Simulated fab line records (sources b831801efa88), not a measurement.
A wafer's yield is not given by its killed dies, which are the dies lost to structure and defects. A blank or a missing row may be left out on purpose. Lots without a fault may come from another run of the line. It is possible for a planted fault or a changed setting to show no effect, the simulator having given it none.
Problem report, 8D (eight disciplines) form, completed by code	flow sky130	the parts of the form that need people (team, actions taken, sign-off) are left out

== 1. WHAT WENT WRONG ==
On 2 wafers of 1 lot, oes product au at SKY_SONOS_ONO_ETCH_15 has a mean of 0.817 a.u.; fault-free wafers read 1.000 a.u., standard deviation 0.0099. Relative to the usual mean, that is a shift of -19 standard deviations.
The step: etches the open film in CHF3/O2, target depth 19.52 nm, time 7.8 s.
First observed at day 16 09:49: wafer L983.1, on rie diel-03. The record holds 15 wafers of 5 lots with a number at this step. Rule for "out" (also "out of limits"): further than 4 standard deviations from the usual mean. The other wafers with a number count as sound.

== 2. WHAT IT IS, AND WHAT IT ISN'T ==
question	is	is not
which readings at this step	oes product au, throttle valve pct	drypump motor current A
which lots	L983	L973, L992, L993, L995
which wafers of those lots	L983.1, L983.5	L983.3
read on which tools	rie diel-03	rie diel-01, rie diel-04
when	from day 16 09:49	up to then (4 sound wafers); but 9 sound wafers of L992, L993, L995 came after

== 3. THE SUSPECTS, EACH WITH WHAT RULES IT OUT ==
Counting: any tool at a process step up to the reading remains a suspect provided it ran every lot that is out. Sound lots after the first of them don't rule it out here, since some wafers of a struck lot are sound.
- rie diel-03 at SKY_SONOS_ONO_ETCH_15 (etches the open film in CHF3/O2, target depth 19.52 nm, time 7.8 s): kept. It ran the lot that is out, L983 (day 16 09:49). On those wafers its own readings are out: oes product au, throttle valve pct.
- The sound lot-mates ran in chamber 0 of rie diel-03 at SKY_SONOS_ONO_ETCH_15, but the wafers that are out ran in chamber 1.
After counting, what remains is rie diel-03 at SKY_SONOS_ONO_ETCH_15.

== 4. THE CAUSE (what the simulator had put in) ==
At SKY_SONOS_ONO_ETCH_15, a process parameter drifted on rie diel-03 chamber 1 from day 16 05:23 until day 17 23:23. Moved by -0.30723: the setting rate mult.
Only this tool survived the counting.

== 5. THE CHAIN OF EFFECTS, in route order ==
One row per reading whose mean, taken over the struck wafers that have a number, lies over 3 standard deviations from the usual. Only readings for which the record gives a usual standard deviation are gone through. hours: the time from each lot's start at the first step in this table that gives one to its start at this step, as a median over the lots. sigmas: the change in usual standard deviations.
hours	step	reading	usual	on struck wafers	change	sigmas
0	SKY_SONOS_ONO_ETCH_15	oes product au	1.000 a.u.	0.817	-0.183	-19
0	SKY_SONOS_ONO_ETCH_15	throttle valve pct	8.825 %	8.772	-0.053	-5.8
Its process steps:
- SKY_SONOS_ONO_ETCH_15: etches the open film in CHF3/O2, target depth 19.52 nm, time 7.8 s.

== 6. HOW IT WOULD HAVE BEEN CAUGHT EARLIER ==
The fault began at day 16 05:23; the first out-of-limits reading in this record came at day 16 09:49, 4 hours later.
